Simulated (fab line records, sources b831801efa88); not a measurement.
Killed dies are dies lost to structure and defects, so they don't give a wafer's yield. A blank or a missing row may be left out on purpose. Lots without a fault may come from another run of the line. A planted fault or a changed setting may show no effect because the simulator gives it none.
fab line records | flow sky130
record lots=11 wafers=33 last_day=50
route steps=708 shown VIA3@586 VIA4@645 PAD_OPEN@708
lots that met no fault: from a run of the same line without faults
start_h: hours from the record's first day to the start of the lot's first wafer shown | wait_h: hours since the lot's step before | " the same as in the row above | L1.1+2: a row that stands for several wafers | - no value, or no start given | * or withheld: withheld | < > ~ a bound
route shown NAME@n: a module of which the file shows steps, and the number in the route of the first | usual: mean/standard deviation of fault-free wafers | same: alike in all rows | chamber/n: place in a boat | sites: the reading at each site | _std_site: their standard deviation | _edge_site: outer sites' mean less inner sites' | radius_mm: how far each site lies from the wafer's centre | mask NAME#n: copy n | behind: the tool/chamber that last shaped the wafer | hold: why the lot was held/for how many hours/how that ended | device: the transistor (n, p or np) that didn't switch | end of line: the same wafers' tests at the end of the route | a step without rows: its recipe alone | killed: dies lost to structure and defects at the first sort, not the wafer's yield | map: a wafer's dies, x killed, . not, _ none there
set.NAME: the setting as run; set.NAME@STEP: as run at that earlier step | model.NAME: the simulator's own value behind a step, which no gauge read
steps of the route over a sample of lots; a table a step, a row a wafer
services: from which hour (start_h, from the record's first day; less than 0 if before it) a tool's chamber was out of use, for how many hours, and why
## steps
# step SKY_VIA3_OVL_MEAS_13
# usual VIA3_OVL=-4/5.8
# columns lot.wafer tool chamber start_h wait_h VIA3_OVL[nm]
L147.2 overlay-02 - 963.26 0.1 8
L147.3 " - " " 2
L147.4 " - " " 6
L148.3 overlay-01 - 965.66 0.1 -5
L148.4 " - " " -1
L148.6 " - " " -3
L151.1 overlay-01 - 984.28 0.1 -3
L151.4 " - " " -5
L151.5 " - " " -6
L156.1 overlay-01 - 1018.19 0.1 -4
L156.2 " - " " -7
L156.6 " - " " -4
L157.2 overlay-02 - 1023.46 0.1 -5
L157.3 " - " " -14
L157.4 " - " " -4
L160.1 overlay-01 - 1044.29 0.1 -7
L160.4 " - " " -5
L160.5 " - " " -8
L163.3 overlay-02 - 1057.47 0.1 4
L163.4 " - " " 3
L163.5 " - " " -5
L164.2 overlay-02 - 1060.55 0.1 2
L164.3 " - " " -8
L164.5 " - " " 2
L165.1 overlay-02 - 1070.69 0.1 -2
L165.2 " - " " -2
L165.6 " - " " -5
L167.2 overlay-02 - 1078.20 0.1 -1
L167.4 " - " " -5
L167.5 " - " " -10
L169.1 overlay-01 - 1084.68 0.1 4
L169.2 " - " " 5
L169.5 " - " " 2
# step SKY_VIA4_COAT_06
# recipe resist=NOVOLAK spin_rpm=3000 resist_thk_nm=1140
# columns lot.wafer tool chamber start_h wait_h
L147.2+3+4 litho_track-04 0 1022.01 0.1
L148.3+4+6 litho_track-01 0 1024.36 0.1
L151.1+4+5 litho_track-02 0 1038.52 0.1
L156.1+2+6 litho_track-04 0 1073.74 0.1
L157.2+3+4 litho_track-02 0 1080.35 0.1
L160.1+4+5 litho_track-02 0 1104.18 0.1
L163.3+4+5 litho_track-01 0 1113.86 0.1
L164.2+3+5 litho_track-01 0 1117.63 0.1
L165.1+2+6 litho_track-02 0 1126.83 0.1
L167.2+4+5 litho_track-01 0 1132.08 0.1
L169.1+2+5 litho_track-02 0 1139.38 0.1
# step SKY_VIA4_STRIP_13
# recipe chemistry=O2/N2 power_w=1400 pressure_mtorr=1500 platen_temp_c=withheld o2_flow_sccm=3000 n2_flow_sccm=300 overash_fraction=0.5
# usual drypump_motor_current_A=6.2/0.4 n2_flow_sccm=299.9/0.85 oes_product_au=0.710/0.0047 strip_time_to_endpoint_s=12.80/0.031
# columns lot.wafer tool chamber start_h wait_h drypump_motor_current_A n2_flow_sccm oes_product_au rf_hours_counter_h strip_time_to_endpoint_s
L147.2 plasma_asher-04 1 1031.17 - 6.3 299.2 0.711 25 12.80
L147.3 " 0 " " 6.5 301.3 0.714 - 12.80
L147.4 " 1 " " 6.3 299.4 0.709 - 12.78
L148.3 plasma_asher-02 1 1033.60 - 5.9 299.0 0.707 - 12.81
L148.4 " 0 " " 5.5 299.6 0.714 - 12.80
L148.6 " 1 " " 5.9 298.6 0.718 - 12.74
L151.1 plasma_asher-02 0 1047.64 - 5.5 299.5 0.704 60 12.85
L151.4 " 1 " " 6.0 299.8 0.707 - 12.84
L151.5 " 1 " " 5.9 299.8 0.705 - 12.79
L156.1 plasma_asher-03 0 1085.94 - 5.9 300.7 0.676 2 10.83
L156.2 " 1 " " 6.8 300.9 0.705 2 12.79
L156.6 " 0 " " 5.9 300.1 0.676 - 10.80
L157.2 plasma_asher-04 0 1100.08 - 6.5 299.5 0.714 32 12.90
L157.3 " 1 " " 6.3 299.1 0.708 - 12.86
L157.4 " 0 " " 6.5 299.2 0.707 - 12.92
L160.1 plasma_asher-04 0 1113.73 - 6.5 300.4 0.703 34 12.81
L160.4 " 0 " " 6.5 300.2 0.707 - 12.82
L160.5 " 1 " " 6.3 299.0 0.702 - 12.78
L163.3 plasma_asher-04 0 1124.50 - 6.5 298.4 0.704 - 12.82
L163.4 " 1 " " 6.3 300.4 0.708 - 12.77
L163.5 " 1 " " 6.3 301.4 0.710 - 12.79
L164.2 plasma_asher-04 0 1127.52 - 6.5 300.1 0.716 35 12.78
L164.3 " 0 " " 6.5 299.7 0.712 - 12.76
L164.5 " 0 " " 6.5 301.0 0.708 - 12.75
L165.1 plasma_asher-04 0 1135.83 - 6.5 301.2 0.715 36 12.78
L165.2 " 1 " " 6.3 302.2 0.703 36 12.79
L165.6 " 0 " " 6.5 299.2 0.711 - 12.78
L167.2 plasma_asher-04 1 1143.17 - 6.3 298.8 0.700 36 12.80
L167.4 " 1 " " 6.3 299.6 0.711 - 12.84
L167.5 " 0 " " 6.5 300.2 0.709 - 12.83
L169.1 plasma_asher-04 0 1149.75 - 6.5 299.9 0.711 37 12.75
L169.2 " 1 " " 6.3 301.4 0.709 37 12.80
L169.5 " 0 " " 6.5 299.8 0.706 - 12.80
# step SKY_VIA4_SPUTTER_17
# recipe material=TiN target_thk_nm=20 chamber_pressure_pa=5 power_w=4000 time_s=80
# usual throttle_valve_pct=29.9/0.94
# columns lot.wafer tool chamber start_h wait_h throttle_valve_pct
L147.2 pvd_sputter-01 - 1031.76 0.0 30.8
L147.3 " - " " 30.2
L147.4 " - " " 30.0
L148.3 pvd_sputter-01 - 1034.16 0.0 28.2
L148.4 " - " " 29.8
L148.6 " - " " 28.3
L151.1 pvd_sputter-04 - 1048.24 0.0 29.3
L151.4 " - " " 29.5
L151.5 " - " " 29.9
L156.1 pvd_sputter-02 - 1086.54 0.0 30.6
L156.2 " - " " 28.5
L156.6 " - " " 28.4
L157.2 pvd_sputter-04 - 1100.73 0.0 30.1
L157.3 " - " " 30.8
L157.4 " - " " 31.4
L160.1 pvd_sputter-04 - 1114.38 0.0 29.6
L160.4 " - " " 29.9
L160.5 " - " " 30.1
L163.3 pvd_sputter-01 - 1125.07 0.0 28.2
L163.4 " - " " 30.1
L163.5 " - " " 30.9
L164.2 pvd_sputter-04 - 1128.11 0.0 31.5
L164.3 " - " " 30.1
L164.5 " - " " 31.1
L165.1 pvd_sputter-01 - 1136.43 0.0 30.8
L165.2 " - " " 29.9
L165.6 " - " " 30.2
L167.2 pvd_sputter-04 - 1143.77 0.0 29.7
L167.4 " - " " 30.9
L167.5 " - " " 30.0
L169.1 pvd_sputter-02 - 1150.34 0.0 28.1
L169.2 " - " " 30.9
L169.5 " - " " 30.8
# step SKY_VIA4_CVD_18
# recipe material=W target_thk_nm=505 time_s=152.14 temp_c=400 pressure_torr=40
# usual heater_power_w=832/50
# columns lot.wafer tool chamber start_h wait_h heater_power_w
L147.2 cvd_w-01 0 1031.82 0.0 782
L147.3 " 0 " " 750
L147.4 " 1 " " 885
L148.3 cvd_w-01 0 1034.27 0.1 744
L148.4 " 1 " " 845
L148.6 " 1 " " 887
L151.1 cvd_w-02 0 1048.30 0.0 881
L151.4 " 0 " " 862
L151.5 " 0 " " 892
L156.1 cvd_w-01 0 1086.60 0.0 762
L156.2 " 1 " " 902
L156.6 " 1 " " 885
L157.2 cvd_w-02 1 1100.79 0.0 801
L157.3 " 0 " " 889
L157.4 " 1 " " 830
L160.1 cvd_w-01 1 1114.45 0.0 875
L160.4 " 0 " " 770
L160.5 " 0 " " 758
L163.3 cvd_w-02 1 1125.18 0.1 807
L163.4 " 0 " " 869
L163.5 " 1 " " 809
L164.2 cvd_w-02 0 1128.17 0.0 884
L164.3 " 0 " " 870
L164.5 " 0 " " 890
L165.1 cvd_w-02 1 1136.49 0.0 818
L165.2 " 0 " " 865
L165.6 " 1 " " 800
L167.2 cvd_w-01 1 1143.83 0.0 897
L167.4 " 0 " " 783
L167.5 " 1 " " 878
L169.1 cvd_w-01 0 1150.40 0.0 751
L169.2 " 1 " " 869
L169.5 " 1 " " 877
# step SKY_PAD_OPEN_PROBE_99
# usual defect_limited_yield=82.1/2 killed_at_M0_to_M3=43/6.4 killed_at_M4_up=3.2/1.8 killed_at_contacts=25/5.5 killed_at_front_end=16/5.2 killed_at_other=0.3/0.49 killed_dies=88/10 killed_on_rim=17/3.9 killed_open=48/7 killed_short=40/7.1 sort_bin_3_pad_short=0.9/0.42 sort_bin_5_function=10.5/1.6 sort_bin_6_memory=6.5/1.2 sort_n_pass=404/10 sort_yield_pct=82.1/2
# same gross_dies=492 killed_at_back_side=0 sort_bin_4_leakage[%]=0 sort_bin_8_speed[%]=0
# columns lot.wafer tool chamber start_h wait_h defect_limited_yield[%] killed_at_M0_to_M3 killed_at_M4_up killed_at_contacts killed_at_front_end killed_at_other killed_dies killed_on_rim killed_open killed_short sort_bin_3_pad_short[%] sort_bin_5_function[%] sort_bin_6_memory[%] sort_n_pass sort_yield_pct[%]
L156.1 prober-02 - 1150.15 0.1 81.7 48 2 25 15 0 90 13 48 42 0.8 10.8 6.7 402 81.7
L156.2 prober-02 - 1150.20 0.1 77.8 57 5 34 12 1 109 18 56 53 1.0 14.2 6.9 383 77.8
L156.6 prober-02 - 1150.40 0.2 83.5 41 3 24 13 0 81 19 48 33 0.4 9.8 6.3 411 83.5
L157.2 prober-01 - 1160.83 0.1 84.3 34 0 22 21 0 77 14 42 35 1.0 7.9 6.7 415 84.3
L157.3 prober-01 - 1160.88 0.2 79.3 52 2 28 20 0 102 12 51 51 1.6 10.6 8.5 390 79.3
L157.4 prober-01 - 1160.93 0.2 77.4 40 2 37 31 1 111 24 58 53 1.2 12.0 9.3 381 77.4
L160.1 prober-01 - 1174.35 0.1 83.7 46 3 23 7 1 80 11 48 32 1.0 8.9 6.3 412 83.7
L160.4 prober-01 - 1174.50 0.2 79.3 38 3 37 23 1 102 20 58 44 0.8 13.6 6.3 390 79.3
L160.5 prober-01 - 1174.55 0.2 83.3 36 3 27 15 1 82 21 43 39 0.8 9.8 6.1 410 83.3
L163.3 prober-02 - 1185.67 0.2 81.3 49 5 18 19 1 92 17 43 49 0.8 10.4 7.5 400 81.3
L163.4 prober-02 - 1185.72 0.2 86.0 40 6 13 10 0 69 14 34 35 0.8 6.5 6.7 423 86.0
L163.5 prober-02 - 1185.77 0.2 81.9 51 3 19 15 1 89 19 39 50 0.8 10.4 6.9 403 81.9
L164.2 prober-01 - 1188.40 0.1 81.1 49 6 15 23 0 93 15 51 42 1.0 9.6 8.3 399 81.1
L164.3 prober-01 - 1188.45 0.2 81.5 39 4 24 24 0 91 14 49 42 1.2 11.8 5.5 401 81.5
L164.5 prober-01 - 1188.55 0.2 80.1 49 3 26 20 0 98 19 59 39 1.0 11.6 7.3 394 80.1
L169.1 prober-01 - 1206.95 0.1 82.3 35 3 26 23 0 87 18 44 43 1.4 9.8 6.5 405 82.3
L169.2 prober-01 - 1207.00 0.1 85.4 36 4 18 14 0 72 14 39 33 1.4 9.3 3.9 420 85.4
L169.5 prober-01 - 1207.15 0.2 79.3 47 4 31 19 1 102 24 47 55 1.2 11.4 8.1 390 79.3
# killed by level:class
L156.1 VIA1:geometric_particle:open=12 VIA2:geometric_particle:open=8 POLY_GATE:geometric_particle:short=7 LI_CONTACT:geometric_particle:open=7 LOCAL_INTERCONNECT:geometric_particle:short=7 CONTACT:geometric_particle:open=5 METAL1:geometric_particle:short=5 METAL2:geometric_particle:short=5
L156.2 VIA1:geometric_particle:open=14 LI_CONTACT:geometric_particle:open=9 METAL2:geometric_particle:short=9 VIA3:geometric_particle:open=8 LI_CONTACT:geometric_particle:short=7 LOCAL_INTERCONNECT:geometric_particle:short=7 METAL1:geometric_particle:short=7 CONTACT:geometric_particle:open=6
L156.6 VIA1:geometric_particle:open=9 CONTACT:geometric_particle:open=8 LI_CONTACT:geometric_particle:open=7 FIELD_ISO:geometric_particle:open=6 CONTACT:geometric_particle:short=6 VIA2:geometric_particle:open=6 VIA3:geometric_particle:open=6 VIA1:geometric_particle:short=5
L157.2 CONTACT:geometric_particle:open=11 VIA1:geometric_particle:open=9 POLY_GATE:geometric_particle:short=7 FIELD_ISO:geometric_particle:open=6 METAL2:geometric_particle:short=6 FIELD_ISO:geometric_particle:short=5 VIA2:geometric_particle:open=5 LI_CONTACT:geometric_particle:open=4
L157.3 CONTACT:geometric_particle:open=10 VIA3:geometric_particle:open=10 METAL2:geometric_particle:short=10 POLY_GATE:geometric_particle:short=7 CONTACT:geometric_particle:short=7 POLY_GATE:geometric_particle:open=6 VIA1:geometric_particle:open=6 LI_CONTACT:geometric_particle:open=6
L157.4 CONTACT:geometric_particle:open=20 FIELD_ISO:geometric_particle:short=11 METAL2:geometric_particle:short=8 VIA1:geometric_particle:short=8 FIELD_ISO:geometric_particle:open=6 LI_CONTACT:geometric_particle:open=6 POLY_GATE:geometric_particle:short=6 POLY_GATE:geometric_particle:open=5
L160.1 VIA1:geometric_particle:open=16 LI_CONTACT:geometric_particle:open=10 VIA2:geometric_particle:open=8 METAL2:geometric_particle:short=7 CONTACT:geometric_particle:open=6 FIELD_ISO:geometric_particle:open=3 LI_CONTACT:geometric_particle:short=3 LOCAL_INTERCONNECT:geometric_particle:short=3
L160.4 CONTACT:geometric_particle:open=15 LI_CONTACT:geometric_particle:open=11 FIELD_ISO:geometric_particle:short=9 VIA3:geometric_particle:open=9 FIELD_ISO:geometric_particle:open=6 CONTACT:geometric_particle:short=6 VIA1:geometric_particle:open=6 VIA1:geometric_particle:short=5
L160.5 CONTACT:geometric_particle:open=11 METAL1:geometric_particle:short=9 VIA1:geometric_particle:open=7 CONTACT:geometric_particle:short=5 VIA2:geometric_particle:open=5 POLY_GATE:geometric_particle:open=4 LI_CONTACT:geometric_particle:open=4 METAL2:geometric_particle:short=4
L163.3 VIA1:geometric_particle:open=8 VIA2:geometric_particle:open=8 CONTACT:geometric_particle:open=6 METAL1:geometric_particle:short=6 FIELD_ISO:geometric_particle:short=5 VIA2:geometric_particle:short=5 METAL2:geometric_particle:short=5 VIA3:geometric_particle:open=5
L163.4 CONTACT:geometric_particle:open=6 METAL1:geometric_particle:short=5 VIA1:geometric_particle:short=5 METAL2:geometric_particle:short=4 VIA2:geometric_particle:open=4 METAL3:geometric_particle:short=4 FIELD_ISO:geometric_particle:open=3 METAL4:geometric_particle:short=3
L163.5 VIA2:geometric_particle:open=9 METAL1:geometric_particle:short=7 VIA1:geometric_particle:open=7 METAL2:geometric_particle:short=7 LOCAL_INTERCONNECT:geometric_particle:short=6 VIA3:geometric_particle:open=6 FIELD_ISO:geometric_particle:short=5 CONTACT:geometric_particle:open=5
L164.2 VIA2:geometric_particle:open=10 VIA1:geometric_particle:open=9 METAL1:geometric_particle:short=9 FIELD_ISO:geometric_particle:open=8 POLY_GATE:geometric_particle:open=5 LI_CONTACT:geometric_particle:open=5 METAL3:geometric_particle:short=5 CONTACT:geometric_particle:open=4
L164.3 VIA1:geometric_particle:open=11 LI_CONTACT:geometric_particle:open=6 CONTACT:geometric_particle:open=6 FIELD_ISO:geometric_particle:short=5 FIELD_ISO:geometric_particle:open=5 POLY_GATE:geometric_particle:short=5 METAL1:geometric_particle:short=5 LOCAL_INTERCONNECT:geometric_particle:short=5
L164.5 VIA1:geometric_particle:open=14 LI_CONTACT:geometric_particle:open=12 METAL1:geometric_particle:short=10 CONTACT:geometric_particle:open=7 FIELD_ISO:geometric_particle:short=5 POLY_GATE:geometric_particle:open=5 VIA2:geometric_particle:open=5 FIELD_ISO:geometric_particle:open=4
L169.1 CONTACT:geometric_particle:open=11 VIA2:geometric_particle:open=8 METAL2:geometric_particle:short=7 POLY_GATE:geometric_particle:short=6 VIA1:geometric_particle:open=6 FIELD_ISO:geometric_particle:short=4 POLY_GATE:geometric_particle:open=4 SPACER:geometric_particle:short=4
L169.2 CONTACT:geometric_particle:open=9 METAL2:geometric_particle:short=7 VIA3:geometric_particle:open=6 FIELD_ISO:geometric_particle:open=5 LOCAL_INTERCONNECT:geometric_particle:short=4 METAL1:geometric_particle:short=4 VIA1:geometric_particle:short=4 VIA1:geometric_particle:open=4
L169.5 CONTACT:geometric_particle:short=10 VIA1:geometric_particle:open=10 LI_CONTACT:geometric_particle:open=8 VIA1:geometric_particle:short=8 CONTACT:geometric_particle:open=7 FIELD_ISO:geometric_particle:open=6 VIA3:geometric_particle:open=6 POLY_GATE:geometric_particle:short=5
## services
# columns tool chamber start_h hours kind
cvd_w-01 1 1000.32 14.1 repair
pvd_sputter-04 3 1035.02 - consumable_replace:kit
pvd_sputter-04 3 1035.02 18.0 scheduled_down
pvd_sputter-04 3 1035.02 18.0 vent_cycle
pvd_sputter-02 - 1035.07 0.5 repair
pvd_sputter-04 - 1045.03 1.1 repair
plasma_asher-02 - 1049.89 0.4 repair
cvd_w-02 0 1054.01 8.8 repair
plasma_asher-03 - 1055.25 9.0 pm
pvd_sputter-02 2 1056.95 - consumable_replace:kit
plasma_asher-03 - 1060.51 4.1 repair
pvd_sputter-01 - 1062.45 3.2 repair
plasma_asher-02 - 1065.85 1.3 repair
plasma_asher-02 - 1067.16 6.9 repair
pvd_sputter-04 - 1079.26 2.0 repair
pvd_sputter-01 0 1084.82 - consumable_replace:kit
pvd_sputter-01 0 1084.82 18.0 scheduled_down
pvd_sputter-01 0 1084.82 18.0 vent_cycle
cvd_w-02 - 1114.06 0.8 repair
pvd_sputter-04 - 1116.59 4.0 repair
pvd_sputter-04 - 1122.39 1.8 repair
cvd_w-01 1 1140.14 1.8 repair
cvd_w-02 0 1142.11 3.6 repair
cvd_w-02 - 1143.84 2.4 repair
## key
first_sign step=SKY_VIA4_STRIP_13 reading=strip_time_to_endpoint_s direction=down sigmas=65 usual=* struck=*
effect step=SKY_VIA4_STRIP_13 reading=oes_product_au direction=down sigmas=7.1 usual=0.710 struck=0.676
met_at SKY_VIA4_COAT_06
struck_lots L156
struck_wafers L156.1,L156.6
not_acting_at SKY_VIA3_OVL_MEAS_13,SKY_VIA4_SPUTTER_17,SKY_VIA4_CVD_18
onset_between 1022.01 1073.74
fault kind=process_parameter_drift tool=litho_track-04 chamber=- onset_h=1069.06 steps=SKY_VIA4_COAT_06 channel=resist_thk_nm offset=-172.66 shape=step end_h=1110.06 scope=struck_wafers_only acts_in=these_recipes_only stated=1140
